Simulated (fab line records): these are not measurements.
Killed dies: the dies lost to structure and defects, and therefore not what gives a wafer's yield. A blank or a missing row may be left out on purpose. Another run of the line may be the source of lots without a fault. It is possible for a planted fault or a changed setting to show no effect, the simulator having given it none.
Problem report in the 8D (eight disciplines) form, filled by code :: flow gf180mcu :: the parts of the form that need people (team, actions taken, sign-off) are left out

## 1. THE ISSUE
cd nm at GF_V5_CD_MEAS_14 reads a mean of 312.8 nm on 6 wafers of 2 lots; wafers without a fault read 259.9 nm with a standard deviation of 1.1. Relative to the usual mean, that is a shift of +48 standard deviations.
The step: target cd 260 nm.
Seen first at day 28 10:22 on cd sem-02, wafer L170.2. The record has a number at this step for 42 wafers belonging to 14 lots. Rule for "out", or "out of limits": more than 4 standard deviations from the usual mean. The other wafers with a number count as sound.

## 2. WHAT IT IS, AND WHAT IT ISN'T
question: which readings at this step
is: cd nm
is not: -

question: which lots
is: L170, L174
is not: L166, L167, L169, L173, L179, L183, L184, L185, L186, L187, L188, L189

question: which wafers of those lots
is: all that have a number
is not: -

question: read on which gauges
is: cd sem-02
is not: cd sem-01

question: when
is: from day 28 10:22
is not: up to then (9 sound wafers); but 27 sound wafers of L173, L179, L183, L184, L185, L186, L187, L188, L189 came after

## 3. THE SUSPECTS, EACH WITH WHAT RULES IT OUT
Counting: a tool at a process step up to the reading stays a suspect if it ran every lot that is out and no sound lot after the first of them.
- the gauge at GF_V5_CD_MEAS_14 has been ruled out. All the wafers that are out were read on cd sem-02, but those of them that GF_V5_SOFTBAKE_10 has rows for are out there too, on other tools.
- litho track-04 at GF_V5_SOFTBAKE_10 (time 60 s): ruled out as a lasting fault. The sound lots L184, L188, L189 went through it after L170, its earliest lot that is out (day 28 00:00).
Left after counting: nothing in the record.

## 4. THE CAUSE (what the simulator had put in)
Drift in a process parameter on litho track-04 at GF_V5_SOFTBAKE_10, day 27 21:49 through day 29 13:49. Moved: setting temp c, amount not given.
The count ruled it out by mistake, since the rule takes a fault to strike every lot its tool runs from the start of the fault on, and this one did not do so.

## 5. THE EFFECT CHAIN, in route order
Each row: a reading whose mean over the struck wafers that have a number lies more than 3 standard deviations from the usual. Only readings whose record carries a usual standard deviation are examined. hours: median over the lots of the time between each lot's start at the first step of this table that gives one and its start at this step. sigmas: the change, counted in usual standard deviations.
hours: 0
step: GF_V5_SOFTBAKE_10
reading: heater power total W
usual: 93.05 W
on struck wafers: 106.03
change: +12.98
sigmas: +99 or more

hours: 0
step: GF_V5_SOFTBAKE_10
reading: plate temp C
usual: 130.02 C
on struck wafers: 143.81
change: +13.79
sigmas: +99 or more

hours: 10
step: GF_V5_CD_MEAS_14
reading: cd nm
usual: 259.9 nm
on struck wafers: 312.8
change: +52.9
sigmas: +48
Its process steps:
- GF_V5_SOFTBAKE_10: time 60 s.

## 6. WHAT WOULD HAVE CAUGHT IT SOONER
The first out-of-limits reading at a measuring or inspecting step in this record came at day 28 10:22, 13 hours after the fault's start at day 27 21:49.
The tool's own readings at GF_V5_SOFTBAKE_10 were out on every struck wafer that the step has a row for (heater power total W, plate temp C): an alarm limit on them would have fired on the first of those.
